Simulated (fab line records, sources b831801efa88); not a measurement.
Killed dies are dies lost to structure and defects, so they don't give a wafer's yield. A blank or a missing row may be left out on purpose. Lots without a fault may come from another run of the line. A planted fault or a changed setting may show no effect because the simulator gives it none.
Which tool did it? | flow sky130 | 13 lots, 39 wafers sampled, at 3 steps of a route of 708

WHAT THE GAUGES READ, wafer by wafer
SKY_LI_CONTACT_BOW_MEAS_03.
lot  | measured     | on            | LI_CONTACT_BOW (um)
L677 | day 29 03:40 | film_metro-01 | 62 70 50
L678 | day 29 17:11 | film_metro-03 | 59 58 59
L679 | day 29 22:47 | film_metro-02 | 56 61 63
L681 | day 30 10:21 | film_metro-01 | 45 56 53
L683 | day 31 04:57 | film_metro-02 | 51 43 59
L684 | day 31 07:41 | film_metro-03 | 61 66 56
L690 | day 33 06:43 | film_metro-01 | 56 51 64
L692 | day 33 14:05 | film_metro-01 | 50 65 53
L693 | day 33 20:50 | film_metro-01 | 63 51 51
L694 | day 34 09:25 | film_metro-01 | 62 61 65
L695 | day 34 13:33 | film_metro-03 | 50 68 57
L697 | day 35 08:49 | film_metro-03 | 52 64 64
L698 | day 35 15:41 | film_metro-01 | 54 66 51

SKY_LI_CONTACT_THK_MEAS_23: measures by xrf.
lot  | measured     | on            | LI_CONTACT_W_THK (nm)
L677 | day 30 08:53 | film_metro-01 | 394 406 398
L678 | day 30 21:53 | film_metro-03 | 400 405 398
L679 | day 31 04:01 | film_metro-03 | 398 395 401
L681 | day 31 15:02 | film_metro-01 | 394 394 395
L683 | day 32 09:30 | film_metro-01 | 393 396 395
L684 | day 32 13:01 | film_metro-01 | 398 394 398
L690 | day 34 10:22 | film_metro-02 | 398 388 391
L692 | day 34 17:47 | film_metro-02 | 384 389 391
L693 | day 35 00:11 | film_metro-03 | 397 398 402
L694 | day 35 12:39 | film_metro-01 | 397 393 402
L695 | day 35 17:11 | film_metro-01 | 398 390 398
L697 | day 36 11:53 | film_metro-02 | 396 385 399
L698 | day 36 19:07 | film_metro-03 | 408 415 402

WHICH TOOL RAN EACH LOT (tool, then ch and the chambers of the sampled wafers, then the start)
lot  | SKY_LI_CONTACT_ETCH_14
L677 | rie_diel-04 ch 0,1,3, day 30 08:04
L678 | rie_diel-03 ch 0,2, day 30 20:46
L679 | rie_diel-01 ch 1,3, day 31 03:03
L681 | rie_diel-03 ch 0,1,2, day 31 14:12
L683 | rie_diel-03 ch 0,2, day 32 08:40
L684 | rie_diel-01 ch 0,2, day 32 12:10
L690 | rie_diel-03 ch 0,2,3, day 34 09:33
L692 | rie_diel-03 ch 0,3, day 34 16:58
L693 | rie_diel-01 ch 0,1,3, day 34 23:22
L694 | rie_diel-03 ch 0,2,3, day 35 11:49
L695 | rie_diel-01 ch 1,2, day 35 16:21
L697 | rie_diel-04 ch 0,1,2, day 36 11:04
L698 | rie_diel-04 ch 0,1,3, day 36 18:19
- SKY_LI_CONTACT_ETCH_14: etches BARC in N2/H2, stops on SiO2, time 45.9 s, target depth 60 nm.

WHAT THE TOOLS THEMSELVES READ (means of the sampled wafers that have a number; where no wafer has one, the mark that the record gives instead)
SKY_LI_CONTACT_ETCH_14.
lot  | tool        | drypump_motor_current_A (A) | oes_product_au (a.u.) | throttle_valve_pct (%)
L677 | rie_diel-04 | 5.1                         | 0.854                 | 13.222
L678 | rie_diel-03 | 5.7                         | 0.858                 | 13.218
L679 | rie_diel-01 | 6.5                         | 0.854                 | 13.220
L681 | rie_diel-03 | 5.6                         | 0.851                 | 13.216
L683 | rie_diel-03 | 5.5                         | 0.862                 | 13.229
L684 | rie_diel-01 | 5.5                         | 0.852                 | 13.226
L690 | rie_diel-03 | 5.6                         | 0.848                 | 13.223
L692 | rie_diel-03 | 5.7                         | 0.860                 | 13.231
L693 | rie_diel-01 | 6.1                         | 0.858                 | 13.220
L694 | rie_diel-03 | 5.6                         | 0.855                 | 13.225
L695 | rie_diel-01 | 5.9                         | 0.856                 | 13.223
L697 | rie_diel-04 | 5.3                         | 0.851                 | 13.220
L698 | rie_diel-04 | 5.2                         | 0.852                 | 13.224

THE ANSWER, worked out from the rows above alone
Rule: what is usual is taken from the lots themselves. Put in order of their means at a reading, lots are off if they are a third of the lots or fewer, leave a main group of 4 or more, and stand apart from it by a gap of 3 or more times the standard deviation of the main group's means; of several such gaps the widest counts. A main group whose means are all the same, to the digits that the tables above print for the reading, isn't used. A lot without any number at a reading at which 4 lots or more have one is off too. The other lots that the step has rows for count as sound. The gauges are gone through in route order, then the tools' own readings, and for those a lot's mean is taken as printed above. The first step at which some lot is off is used, and at that step the reading that is off furthest; a lot without a number counts as furthest.
No lot is off at any reading shown: from this, nothing can be told.

WHAT THE SIMULATOR HAD PUT IN
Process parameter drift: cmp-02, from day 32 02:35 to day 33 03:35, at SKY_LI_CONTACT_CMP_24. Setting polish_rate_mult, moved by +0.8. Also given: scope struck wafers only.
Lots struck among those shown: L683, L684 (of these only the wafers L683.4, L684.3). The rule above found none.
